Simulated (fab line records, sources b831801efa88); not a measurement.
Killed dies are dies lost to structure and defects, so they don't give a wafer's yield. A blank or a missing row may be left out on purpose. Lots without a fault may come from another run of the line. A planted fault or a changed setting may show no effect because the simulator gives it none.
Chamber matching | flow gf180mcu | GF_PASSIVATION_CVD_00 on pecvd-02: 3 sister chambers
The step deposits SiO2 from TEOS, target thk 1000 nm, time 111.95 s. 14 wafers are shown with their chamber, then 7 later ones without.

WAFERS WITH THEIR CHAMBER
wafer  | chamber | susceptor_temp_C (C) | heater_power_w (W) | heater_power_outer_w (W)
L983.3 | 2       | 400.18               | 680                | 385
L983.5 | 1       | 399.90               | 648                | 382
L983.6 | 0       | 399.70               | 626                | 361
L986.2 | 0       | 399.94               | 611                | 356
L986.3 | 1       | 400.35               | 575                | 325
L986.4 | 1       | 400.31               | 642                | 363
L987.1 | 2       | 399.93               | 566                | 306
L987.5 | 2       | 399.73               | 658                | 367
L987.6 | 0       | 399.93               | 682                | 415
L988.2 | 2       | 400.17               | 590                | 320
L988.3 | 1       | 400.19               | 681                | 370
L988.5 | 2       | 400.23               | 662                | 382
L995.2 | 2       | 400.17               | 689                | 399
L995.3 | 0       | 399.95               | 552                | 325

SIGNATURES (means of the wafers above)
reading              | chamber 0 | chamber 1 | chamber 2 | scatter within a chamber
susceptor_temp_C     | 399.8800  | 400.1875  | 400.0683  | 0.181
heater_power_w       | 617.75    | 636.50    | 640.83    | 49.8
heater_power_outer_w | 364.25    | 360.00    | 359.83    | 34.7
Rule: a wafer's distance from a chamber is the root of the sum, over the readings, of the square of ((its reading less the chamber's mean) divided by the reading's scatter). The wafer belongs to the nearest chamber; if the next one is less than 2 further off, it can't be placed. The scatter: the root of (the sum of the squares of (reading less its chamber's mean) over the shown wafers, divided by (wafers less chambers)).

WAFERS WITHOUT THEIR CHAMBER
wafer  | susceptor_temp_C (C) | heater_power_w (W) | heater_power_outer_w (W)
L995.5 | 400.06               | 637                | 369
L100.1 | 399.84               | 601                | 344
L100.2 | 400.18               | 669                | 404
L100.5 | 400.15               | 547                | 294
L103.2 | 399.97               | 551                | 303
L103.4 | 400.27               | 727                | 406
L103.5 | 399.75               | 557                | 301

WHICH CHAMBER EACH WENT THROUGH
wafer  | from the rows above          | in truth
L995.5 | can't be placed: 2 or 1 or 0 | 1
L100.1 | can't be placed: 0 or 2 or 1 | 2
L100.2 | can't be placed: 1 or 2 or 0 | 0
L100.5 | can't be placed: 1 or 2 or 0 | 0
L103.2 | can't be placed: 0 or 2 or 1 | 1
L103.4 | can't be placed: 1 or 2 or 0 | 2
L103.5 | can't be placed: 0 or 2 or 1 | 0
Placed correctly: 0 of 7. Can't be placed from these rows: 7 (the true chamber is among the candidates in 7). Placed wrongly: 0.
